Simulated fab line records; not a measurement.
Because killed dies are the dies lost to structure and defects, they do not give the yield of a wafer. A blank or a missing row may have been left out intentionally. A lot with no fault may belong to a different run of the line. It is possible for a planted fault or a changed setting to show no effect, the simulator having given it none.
Which tool is to blame? -- flow gf180mcu -- 39 wafers from 13 lots sampled at 5 of the route's 602 steps

WHAT THE GAUGES READ, wafer by wafer
GF_PSD_CD_MEAS_07 targets a cd of 400 nm.
lot,measured,on,cd_nm (nm)
L340,day 14 09:45,cd_sem-01,400.2 401.1 401.0
L341,day 14 11:22,cd_sem-01,397.9 399.7 397.3
L343,day 15 08:02,cd_sem-02,399.0 398.6 397.5
L344,day 15 20:55,cd_sem-02,402.8 400.0 402.4
L345,day 15 23:08,cd_sem-01,399.5 399.9 398.7
L348,day 16 21:05,cd_sem-01,400.4 400.9 398.5
L349,day 17 14:39,cd_sem-01,396.4 395.4 391.5
L351,day 18 03:46,cd_sem-01,400.1 401.6 401.3
L353,day 19 02:01,cd_sem-01,402.3 401.1 401.7
L357,day 20 07:29,cd_sem-02,383.5 383.2 383.0
L359,day 20 19:28,cd_sem-02,401.5 399.0 400.1
L360,day 21 09:30,cd_sem-02,400.4 400.9 400.5
L361,day 21 14:55,cd_sem-02,381.2 379.3 381.0

GF_SAB_THK_MEAS_01.
lot,measured,on,SAB_CVD_00_THK (nm)
L340,day 14 10:36,film_metro-03,50.1 50.5 50.5
L341,day 14 12:12,film_metro-02,49.9 49.6 50.2
L343,day 15 08:54,film_metro-04,49.9 50.1 50.8
L344,day 15 21:46,film_metro-04,49.5 50.5 50.4
L345,day 16 00:00,film_metro-03,49.2 48.2 49.7
L348,day 16 21:57,film_metro-03,49.9 50.3 51.2
L349,day 17 15:29,film_metro-03,49.2 50.0 51.1
L351,day 18 04:43,film_metro-02,49.0 49.8 49.4
L353,day 19 02:56,film_metro-04,50.2 49.8 50.4
L357,day 20 08:22,film_metro-02,49.7 49.8 50.4
L359,day 20 20:20,film_metro-03,49.5 49.4 50.4
L360,day 21 10:20,film_metro-04,49.3 50.7 49.5
L361,day 21 15:47,film_metro-03,49.2 49.4 50.2

EACH LOT AND THE TOOL THAT RAN IT (in order: tool; ch and the chambers of the sampled wafers; start)
lot,GF_PSD_EXPOSE_04,GF_PSD_RTA_13,GF_SAB_CVD_00
L340,"iline_stepper-02 ch 0, day 14 00:11","rtp_anneal-01 ch 0, day 14 10:16","pecvd-03 ch 0,2, day 14 10:34"
L341,"iline_stepper-01 ch 0, day 14 01:37","rtp_anneal-02 ch 0, day 14 11:52","pecvd-04 ch 0,1,2, day 14 12:10"
L343,"iline_stepper-02 ch 0, day 14 22:13","rtp_anneal-02 ch 0, day 15 08:34","pecvd-03 ch 0,2, day 15 08:53"
L344,"iline_stepper-02 ch 0, day 15 10:11","rtp_anneal-02 ch 0, day 15 21:26","pecvd-03 ch 0,1,2, day 15 21:45"
L345,"iline_stepper-02 ch 0, day 15 12:08","rtp_anneal-02 ch 0, day 15 23:40","pecvd-04 ch 0,2, day 15 23:59"
L348,"iline_stepper-02 ch 0, day 16 10:05","rtp_anneal-02 ch 0, day 16 21:37","pecvd-03 ch 0,2, day 16 21:56"
L349,"iline_stepper-02 ch 0, day 17 03:12","rtp_anneal-01 ch 0, day 17 15:10","pecvd-03 ch 0,1,2, day 17 15:27"
L351,"iline_stepper-01 ch 0, day 17 16:30","rtp_anneal-02 ch 0, day 18 04:17","pecvd-04 ch 1,2, day 18 04:41"
L353,"iline_stepper-01 ch 0, day 18 14:14","rtp_anneal-01 ch 0, day 19 02:31","pecvd-03 ch 0,2, day 19 02:51"
L357,"iline_stepper-01 ch 0, day 19 19:31","rtp_anneal-02 ch 0, day 20 08:01","pecvd-01 ch 0,2, day 20 08:20"
L359,"iline_stepper-02 ch 0, day 20 08:05","rtp_anneal-01 ch 0, day 20 19:59","pecvd-01 ch 0,2, day 20 20:19"
L360,"iline_stepper-02 ch 0, day 20 22:04","rtp_anneal-02 ch 0, day 21 10:01","pecvd-04 ch 1,2, day 21 10:18"
L361,"iline_stepper-01 ch 0, day 21 03:29","rtp_anneal-01 ch 0, day 21 15:26","pecvd-04 ch 0,2, day 21 15:46"
- GF_PSD_EXPOSE_04: exposes mask Pplus, target cd 400 nm.
- GF_PSD_RTA_13: time 20 s.
- GF_SAB_CVD_00: deposits SiO2 from TEOS, target thk 50 nm, time 4.9302 s.

WHAT THE TOOLS THEMSELVES READ (means of the sampled wafers that have a number; where no wafer has one, the mark that the record gives instead)
GF_PSD_EXPOSE_04.
lot,tool,exposure_dose_mJ_cm2,reticle_temp_C (C)
L340,iline_stepper-02,139.95,23.05
L341,iline_stepper-01,140.19,22.97
L343,iline_stepper-02,140.04,23.03
L344,iline_stepper-02,140.06,22.99
L345,iline_stepper-02,139.74,23.13
L348,iline_stepper-02,139.97,23.09
L349,iline_stepper-02,139.96,22.89
L351,iline_stepper-01,139.99,23.09
L353,iline_stepper-01,140.00,22.91
L357,iline_stepper-01,130.48,22.98
L359,iline_stepper-02,139.77,23.01
L360,iline_stepper-02,140.06,22.96
L361,iline_stepper-01,132.50,22.82

GF_PSD_RTA_13.
lot,tool,chamber_o2_ppm,lamp_power_pct (%),wafer_temp_C_max
L340,rtp_anneal-01,1.993,39.0,1029.8
L341,rtp_anneal-02,2.008,32.4,1028.4
L343,rtp_anneal-02,1.980,32.5,1028.4
L344,rtp_anneal-02,2.005,32.5,1028.3
L345,rtp_anneal-02,2.022,32.4,1028.5
L348,rtp_anneal-02,2.018,32.5,1028.5
L349,rtp_anneal-01,2.023,39.1,1030.9
L351,rtp_anneal-02,2.005,32.4,1028.4
L353,rtp_anneal-01,2.004,39.0,1030.8
L357,rtp_anneal-02,2.015,32.5,1028.6
L359,rtp_anneal-01,1.974,39.1,1029.9
L360,rtp_anneal-02,1.999,32.4,1028.4
L361,rtp_anneal-01,1.999,39.0,1030.8

GF_SAB_CVD_00.
lot,tool,heater_power_outer_w (W),heater_power_w (W)
L340,pecvd-03,359,639
L341,pecvd-04,443,743
L343,pecvd-03,364,652
L344,pecvd-03,352,605
L345,pecvd-04,380,653
L348,pecvd-03,334,614
L349,pecvd-03,419,701
L351,pecvd-04,357,626
L353,pecvd-03,366,643
L357,pecvd-01,505,819
L359,pecvd-01,438,743
L360,pecvd-04,382,656
L361,pecvd-04,427,717

THE ANSWER, worked out from the rows above alone
Rule: the lots themselves supply what counts as usual. Put in order of their means at a reading, lots are off if they are a third of the lots or fewer, leave a main group of 4 or more, and stand apart from it by a gap of 3 or more times the standard deviation of the main group's means; of several such gaps the widest counts. A main group is skipped when, at the precision printed for the reading in the tables above, its means are all equal. Also off: a lot with no number at a reading for which 4 or more lots have one. Where the step has rows for the other lots, those lots are counted as sound. Order of review: gauges by route order, followed by the tools' own readings, for which a lot's mean as printed above is used. The first step at which some lot is off is used, and at that step the reading that is off furthest; a lot without a number counts as furthest.
Off: L357, L361 (GF_PSD_CD_MEAS_07, cd_nm). Main group: mean 399.7 nm, sd 2.
If a tool, at a process step before that reading, ran all the lots that are off and no sound lot after the first of them, it fits. The gauges at GF_PSD_CD_MEAS_07 aren't tried: what is off there is off at GF_PSD_EXPOSE_04 too, on other tools, and a gauge's error can't cause that. One candidate fits, namely iline_stepper-01 at GF_PSD_EXPOSE_04. A fault onset in the window from L353 (day 18 14:14, its last sound lot) to L357 (day 19 19:31, its first lot off) fits.
On the lots that are off, the tool's own readings at GF_PSD_EXPOSE_04 differ by more than 5 times the standard deviation of the sound lots' means, which bears it out; exposure_dose_mJ_cm2 reads 131.49 there versus 139.98 on the sound lots.

WHAT THE SIMULATOR HAD PUT IN
Process parameters drifting: iline_stepper-01 at GF_PSD_EXPOSE_04, beginning at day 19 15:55. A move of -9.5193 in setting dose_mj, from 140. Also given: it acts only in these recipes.
Shown lots that were struck: L357, L361. The rule above found the same.
